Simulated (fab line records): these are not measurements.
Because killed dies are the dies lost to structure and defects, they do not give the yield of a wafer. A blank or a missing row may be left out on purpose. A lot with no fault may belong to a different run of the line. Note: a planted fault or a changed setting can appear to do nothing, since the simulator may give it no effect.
A lot that was struck, set against a sound lot	flow sky130	16 out of 708 route steps
Sound: the wafers L129.2, L129.3, L129.5. Wafers L120.3, L120.4, L120.6 were the ones struck. The cause is named last.
For every step that has rows: the tool of each side, followed by ch and its chambers, followed by its first start. Under that, the readings that differ: sound wafers	struck wafers	difference of the means	sigmas: that difference in standard deviations of wafers without a fault.
alike: words and numbers the same on both sides, and readings whose means are apart by under 2 such deviations; not compared: readings that were withheld, readings missing a value for some wafer, numbers with overlapping values and no deviation given by the record, and bounds like >300 which may hide the same value.
The two part at a step that has a row with sigmas, a row that says differs or no value, or rows on one side only. When numbers do not overlap yet have no deviation, they are printed without sigmas and do not part them. A reading missing from all wafers of one side parts the sides only when that side holds two or more wafers.

first, 5 steps without rows for these wafers: SKY_POLY_GATE_COAT_08 (resist thk 450 nm); SKY_POLY_GATE_SOFTBAKE_09 (time 90 s); SKY_POLY_GATE_EXPOSE_10 (exposes mask P1M, target cd 150 nm); SKY_POLY_GATE_PEB_11; SKY_POLY_GATE_DEVELOP_12 (develop time 60 s).
SKY_POLY_GATE_CD_MEAS_13: target cd 150 nm.
  sound on cd-sem-02 at day 22 16:50; struck on cd-sem-02 at day 19 01:15
reading	sound	struck	difference	sigmas
cd-nm (nm)	147.7 149.5 148.6	150.6 151.5 152.3	+2.9	+3
SKY_POLY_GATE_OVL_MEAS_14:
  sound on overlay-01 at day 22 16:57; struck on overlay-02 at day 19 01:20
  alike: POLY_GATE_OVL
SKY_POLY_GATE_ETCH_15: etches BARC in N2/H2, stops on SiO2, time 118.5 s, target depth 110 nm.
  sound on rie-diel-04 ch 1,3, day 22 16:59; struck on rie-diel-01 ch 0,2,3, day 19 01:22
  alike: drypump-motor-current-A, oes-product-au, rf-fwd-power-W, throttle-valve-pct
  not compared: rf-hours-counter-h
SKY_POLY_GATE_ETCH_16: etches Si3N4 in CH3F/O2, stops on poly-Si, time 147.5 s, target depth 75 nm.
  sound on rie-diel-04 ch 1,3, day 22 17:04; struck on rie-diel-01 ch 0,2,3, day 19 01:27
  alike: drypump-motor-current-A, oes-product-au, rf-fwd-power-W, throttle-valve-pct
  not compared: rf-hours-counter-h
SKY_POLY_GATE_ETCH_17: etches poly-Si in HBr/Cl2, stops on SiO2, target depth 180 nm, time 70.5 s.
  sound on rie-si-02 ch 0,3, day 22 17:10; struck on rie-si-02 ch 0,3, day 19 01:33
  alike: drypump-motor-current-A, oes-product-au, rf-fwd-power-W, throttle-valve-pct
  not compared: rf-hours-counter-h
SKY_POLY_GATE_STRIP_18: strips in O2/N2.
  sound on plasma-asher-04 ch 1, day 22 17:13; struck on plasma-asher-04 ch 0,1, day 19 01:38
  alike: drypump-motor-current-A, oes-product-au, strip-time-to-endpoint-s
  not compared: rf-hours-counter-h
then, 1 step without rows for these wafers: SKY_POLY_GATE_CLEAN_19 (cleans in SC1/SC2, time 150 s).
SKY_POLY_GATE_OXIDATION_20: stabilise 600 s, purge 300 s, target thk 4 nm.
  sound on furnace-02 ch 0, day 22 17:22; struck on furnace-02 ch 0, day 19 05:19
  alike: zone-power-top-pct, zone-power-upper-pct
SKY_POLY_GATE_THK_MEAS_21:
  sound on film-metro-02 at day 22 18:37; struck on film-metro-04 at day 19 06:38
reading	sound	struck	difference	sigmas
POLY_GATE_OXIDATION_THK (nm)	4.06 3.98 4.09	6.65 6.73 6.79	+2.68	+30
SKY_POLY_GATE_CD_MEAS_22:
  sound on cd-sem-02 at day 22 18:42; struck on cd-sem-01 at day 19 06:44
  alike: cd-nm
-- here the record skips 28 days between the struck wafers' starts before and after, leaving off in module POLY_GATE and picking up in module PAD_OPEN (first step shown: number 708 of the route) --
SKY_PAD_OPEN_PROBE_99:
  sound on prober-02 at day 49 21:14; struck on prober-01 at day 47 17:05
reading	sound	struck	difference	sigmas
model.etest.tip-sonos.rs-ohm-sq	2567 2588 2574	3127 3120 3129	+549	
model.etest.tip-p.rs-ohm-sq	6952 6932 6973	7162 7209 7221	+245	
model.etest.res-pdiff.line-ohm-um	1390 1413 1377	1455 1450 1454	+60	
model.etest.tip-n.rs-ohm-sq	438.8 440.5 439.4	487.7 491.7 489.8	+50.2	
model.etest.res-ndiff.line-ohm-um	784 779.3 766.5	790.9 796.6 802.2	+20.0	
  alike: killed_at_M0_to_M3, killed_at_M4_up, killed-at-contacts, killed-at-front-end, killed-at-other, killed-dies, killed-open, killed-short
  not compared: model.etest.pfet_01v8.r-on-ohm-um, model.etest.nfet_01v8.r-on-ohm-um, model.etest.sonos-uncharged.r-on-ohm-um

== WHERE THEY PART ==
At SKY_POLY_GATE_CD_MEAS_13 first; at SKY_POLY_GATE_THK_MEAS_21 last (within this record only). Later steps at which nothing parts them and some readings are alike: SKY_POLY_GATE_CD_MEAS_22, SKY_PAD_OPEN_PROBE_99.

WHY: what the simulator had put in
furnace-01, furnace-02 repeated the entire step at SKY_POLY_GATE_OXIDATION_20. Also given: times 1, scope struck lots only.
